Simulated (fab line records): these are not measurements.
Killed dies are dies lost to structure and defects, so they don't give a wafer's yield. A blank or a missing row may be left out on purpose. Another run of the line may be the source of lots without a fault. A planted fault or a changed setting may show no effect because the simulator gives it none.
8D (eight disciplines) problem report, filled in by code :: flow gf180mcu :: the parts of the form that need people (team, actions taken, sign-off) are left out

== 1. THE ISSUE ==
At GF_M4_SPUTTER_03, cathodeDcPowerW averages 2855.6 W over 9 wafers from 3 lots, while fault-free wafers read 3000.1 W, standard deviation 0.58. That is -99 or more standard deviations from the usual mean.
The step: material Ti, target thk 10 nm, time 6.7 s.
The first sign was on wafer L836.3 at day 26 22:08, on pvdSputter-04. Wafers with a number at this step in the record: 39, from 13 lots. Rule for "out" (also "out of limits"): further than 4 standard deviations from the usual mean. The rest of the wafers with a number are treated as sound.

== 2. WHAT THIS IS AND IS NOT ==
question: which readings at this step
is: cathodeDcPowerW
is not: throttleValvePct

question: which lots
is: L836, L837, L838
is not: L824, L825, L827, L828, L829, L831, L834, L835, L845, L846

question: which wafers of those lots
is: all that have a number
is not: -

question: read on which tools
is: pvdSputter-04
is not: pvdSputter-02, pvdSputter-03

question: when
is: from day 26 22:08
is not: up to then (24 sound wafers); but 6 sound wafers of L845, L846 came after

== 3. SUSPECTS, AND WHAT RULES EACH OUT ==
Counting: a tool stays on the suspect list if, at a process step up to the reading, it processed all lots that are out and no sound lot following the first of them.
- pvdSputter-04 at GF_M4_SPUTTER_00 (material Ti, target thk 37.5 nm, time 150 s): kept. It processed each lot that is out, first L836 at day 26 21:58, and no sound lot thereafter; up to then, the last sound lot it processed was L835 at day 26 16:26.
- pvdSputter-04 at GF_M4_SPUTTER_03 (material Ti, target thk 10 nm, time 6.7 s): kept. It processed each lot that is out, first L836 at day 26 22:08, and no sound lot thereafter; up to then, the last sound lot it processed was L835 at day 26 16:36. Its own cathodeDcPowerW readings are out on those wafers.
What counting leaves: pvdSputter-04 at GF_M4_SPUTTER_00 and pvdSputter-04 at GF_M4_SPUTTER_03.

== 4. THE CAUSE (what the simulator had put in) ==
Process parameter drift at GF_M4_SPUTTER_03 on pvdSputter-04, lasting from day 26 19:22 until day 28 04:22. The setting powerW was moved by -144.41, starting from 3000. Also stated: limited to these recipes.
Of the 2 suspects that counting leaves, this tool is one.

== 5. THE EFFECT CHAIN, in route order ==
Rows list readings where the struck wafers' mean (over those with a number) sits beyond 3 standard deviations from the usual. Scope: only readings with a usual standard deviation given in the record; hours: median across lots of the time from each lot's start at the first step in this table that gives one to its start at this step; sigmas: change in usual standard deviations.
hours: 0
step: GF_M4_SPUTTER_03
reading: cathodeDcPowerW
usual: 3000.1 W
on struck wafers: 2855.6
change: -144.5
sigmas: -99 or more
Here are the process steps it includes:
- GF_M4_SPUTTER_03: material Ti, target thk 10 nm, time 6.7 s.
At these later measuring or inspecting steps, every struck wafer for which the step has a row has a number for every such reading, and none has moved that far: GF_V4_OVL_MEAS_15.

== 6. HOW IT WOULD HAVE BEEN CAUGHT EARLIER ==
First out-of-limits reading in this record: day 26 22:08, which is 3 hours after fault onset at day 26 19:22.
